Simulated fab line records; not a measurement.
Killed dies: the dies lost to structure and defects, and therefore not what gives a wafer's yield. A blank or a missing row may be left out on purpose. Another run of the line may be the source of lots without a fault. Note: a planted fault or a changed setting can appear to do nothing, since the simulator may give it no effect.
A struck lot beside a sound one -- flow sky130 -- 43 steps out of a route of 708
Sound: these wafers, L924.2, L924.3, L924.6. Struck: wafer L937.1. (L937.4, L937.6 of the same lot were not struck and are left out.) The cause comes at the end.
At each step with rows: each side's tool, then ch and its chambers, then its first start. Under that, the readings that differ: sound wafers -- struck wafers -- difference of the means -- sigmas: that difference in standard deviations of wafers without a fault.
alike: same words and numbers on both sides, and readings whose means sit less than 2 such deviations apart. not compared: any withheld reading, any reading some wafer has no value for, any bound like >300 that may hide the same value, and any number with overlapping values for which the record gives no deviation.
The two part at a step that has a row with sigmas, a row that says differs or no value, or rows on one side only. Non-overlapping numbers with no deviation appear without sigmas and do not part them. Lack of a reading on every wafer of one side parts them only where that side has two or more wafers.

first, 8 steps without rows for these wafers: SKY_METAL3_DEHYDRATE_05 (time 60 s); SKY_METAL3_HMDS_06 (prime time 60 s); SKY_METAL3_COAT_07 (resist thk 60 nm); SKY_METAL3_COAT_08 (resist thk 1140 nm); SKY_METAL3_SOFTBAKE_09 (time 90 s); SKY_METAL3_EXPOSE_10 (exposes mask MM3, target cd 300 nm); SKY_METAL3_PEB_11; SKY_METAL3_DEVELOP_12 (develop time 60 s).
SKY_METAL3_CD_MEAS_13: the cd target is 300 nm.
  sound on cd-sem-01, day 40 22:26; struck on cd-sem-01, day 44 04:35
reading,sound,struck,difference,sigmas
cd-nm (nm),301.3 302.6 301.8,296.6,-5.3,-4
SKY_METAL3_OVL_MEAS_14:
  sound on overlay-01, day 40 22:33; struck on overlay-02, day 44 04:43
  alike: METAL3_OVL
SKY_METAL3_DESCUM_15: chemistry O2, time 8 s.
  sound on rie-metal-02 ch 1, day 40 22:35; struck on rie-metal-04 ch 1, day 44 04:44
  alike: drypump-motor-current-A, oes-product-au
  not compared: rf-hours-counter-h
then, 1 step without rows for these wafers: SKY_METAL3_ETCH_16 (etches BARC in N2/H2, stops on SiO2, time 88.2 s, target depth 60 nm).
SKY_METAL3_ETCH_17: etches SiO2 in C4F8/O2/Ar, stops on TiN, time 3.9 s, target depth 15 nm.
  sound on rie-diel-01 ch 0,1,3, day 40 22:43; struck on rie-diel-01 ch 2, day 44 04:52
  alike: oes-product-au
  not compared: rf-hours-counter-h
SKY_METAL3_METAL_ETCH_18: etches the open film in Cl2/BCl3, stops on SiO2, target depth 845 nm, time 183.1 s.
  sound on rie-metal-04 ch 0, day 40 22:44; struck on rie-metal-01 ch 1, day 44 04:53
reading,sound,struck,difference,sigmas
oes-product-au (a.u.),0.873 0.867 0.864,0.848,-0.020,-3
  alike: drypump-motor-current-A, throttle-valve-pct
  not compared: rf-hours-counter-h
then, 5 steps without rows for these wafers: SKY_METAL3_STRIP_19 (strips in O2/N2); SKY_METAL3_STRIP_20 (strips in post etch residue remover, time 1200 s); SKY_METAL3_CLEAN_21 (cleans in IPA, time 180 s); SKY_METAL3_CLEAN_22 (cleans in O3/DIW); SKY_VIA3_HDPCVD_00 (deposits SiO2, target thk 1635 nm, time 272.5 s).
SKY_VIA3_THK_MEAS_01:
  sound on film-metro-02, day 40 23:41; struck on film-metro-01, day 44 05:50
reading,sound,struck,difference,sigmas
VIA3_HDPCVD_THK (nm),1659 1662 1649,1601,-56,-3
SKY_VIA3_CMP_02: polishes SiO2.
  sound on cmp-02 ch 1,3, day 40 23:47; struck on cmp-02 ch 2, day 44 05:59
reading,sound,struck,difference,sigmas
head-pressure-psi (psi),3.993 3.990 4.002,4.020,+0.025,+3
  alike: edge-zone-pressure-frac, motor-current-A, retaining-ring-pressure-frac, slurry-flow-ml-min
SKY_VIA3_BOW_MEAS_03:
  sound on film-metro-01, day 41 00:03; struck on film-metro-02, day 44 06:11
  alike: VIA3_BOW
then, 8 steps without rows for these wafers: SKY_VIA3_DEHYDRATE_04 (time 60 s); SKY_VIA3_HMDS_05 (prime time 60 s); SKY_VIA3_COAT_06 (resist thk 60 nm); SKY_VIA3_COAT_07 (resist thk 450 nm); SKY_VIA3_SOFTBAKE_08 (time 90 s); SKY_VIA3_EXPOSE_09 (exposes mask VIM3, target cd 200 nm); SKY_VIA3_PEB_10; SKY_VIA3_DEVELOP_11 (develop time 60 s).
SKY_VIA3_CD_MEAS_12: the cd target is 200 nm.
  sound on cd-sem-02, day 42 00:11; struck on cd-sem-01, day 45 04:26
  alike: cd-nm
SKY_VIA3_OVL_MEAS_13:
  sound on overlay-01, day 42 00:17; struck on overlay-02, day 45 04:33
  alike: VIA3_OVL
then, 6 steps without rows for these wafers: SKY_VIA3_ETCH_14 (etches BARC in N2/H2, stops on SiO2, time 45.9 s, target depth 60 nm); SKY_VIA3_ETCH_15 (etches SiO2 in C4F8/O2/Ar, stops on TiN, target depth 507 nm, time 78 s); SKY_VIA3_STRIP_16 (strips in O2/N2); SKY_VIA3_STRIP_17 (strips in post etch residue remover, time 1200 s); SKY_VIA3_CLEAN_18 (cleans in IPA, time 180 s); SKY_VIA3_CLEAN_19 (cleans in O3/DIW).
SKY_VIA3_SPUTTER_20: material TiN, target thk 20 nm, time 80 s.
  sound on pvd-sputter-03, day 42 01:06; struck on pvd-sputter-02, day 45 05:17
  alike: throttle-valve-pct
SKY_VIA3_CVD_21: deposits W, target thk 390 nm, time 117.31 s.
  sound on cvd-w-02 ch 0,1, day 42 01:10; struck on cvd-w-02 ch 1, day 45 05:20
  alike: heater-power-w
SKY_VIA3_RS_MEAS_22: measurement is done with a four-point probe.
  sound on film-metro-03, day 42 01:19; struck on film-metro-02, day 45 05:35
  alike: VIA3_W_RS
SKY_VIA3_THK_MEAS_23: measures by xrf.
  sound on film-metro-03, day 42 01:25; struck on film-metro-02, day 45 05:43
reading,sound,struck,difference,sigmas
VIA3_W_THK (nm),416 412 412,397,-16,-2
-- the record jumps here: 5 days lie between the struck wafers' starts before and after (it left off in module VIA3 and takes up again in module PAD_OPEN, whose first step shown is number 708 of the route) --
SKY_PAD_OPEN_PROBE_99:
  sound on prober-01, day 47 15:27; struck on prober-01, day 50 12:21
reading,sound,struck,difference,sigmas
defect-limited-yield (%),81.9 83.3 79.1,71.5,-9.9,-5
killed_at_M0_to_M3,50 39 53,88,+41,+6
killed-dies,89 82 103,140,+49,+5
killed-open,52 51 54,38,-14,-2
sort_bin_3_pad_short (%),1.2 0.4 1.4,3.3,+2.3,+5
sort_bin_5_function (%),10.6 10.2 13.6,18.3,+6.8,+4
sort-n-pass,403 410 389,352,-49,-5
sort-yield-pct (%),81.9 83.3 79.1,71.5,-9.9,-5
model.etest.tester.sort-n-pass,403 410 389,352,-49,
model.etest.tester.sort-yield-pct (%),81.91 83.33 79.06,71.54,-9.89,
model.etest.tester.sort_bin_5_pct (%),10.57 10.16 13.62,18.29,+6.84,
model.etest.tester.sort_bin_3_pct (%),1.22 0.4065 1.423,3.252,+2.236,
  alike: killed_at_M4_up, killed-at-contacts, killed-at-front-end, killed-at-other, killed-short, sort_bin_6_memory

== WHERE THEY PART ==
Last at SKY_PAD_OPEN_PROBE_99 as far as this record goes, first at SKY_METAL3_CD_MEAS_13.

WHY: what the simulator had put in
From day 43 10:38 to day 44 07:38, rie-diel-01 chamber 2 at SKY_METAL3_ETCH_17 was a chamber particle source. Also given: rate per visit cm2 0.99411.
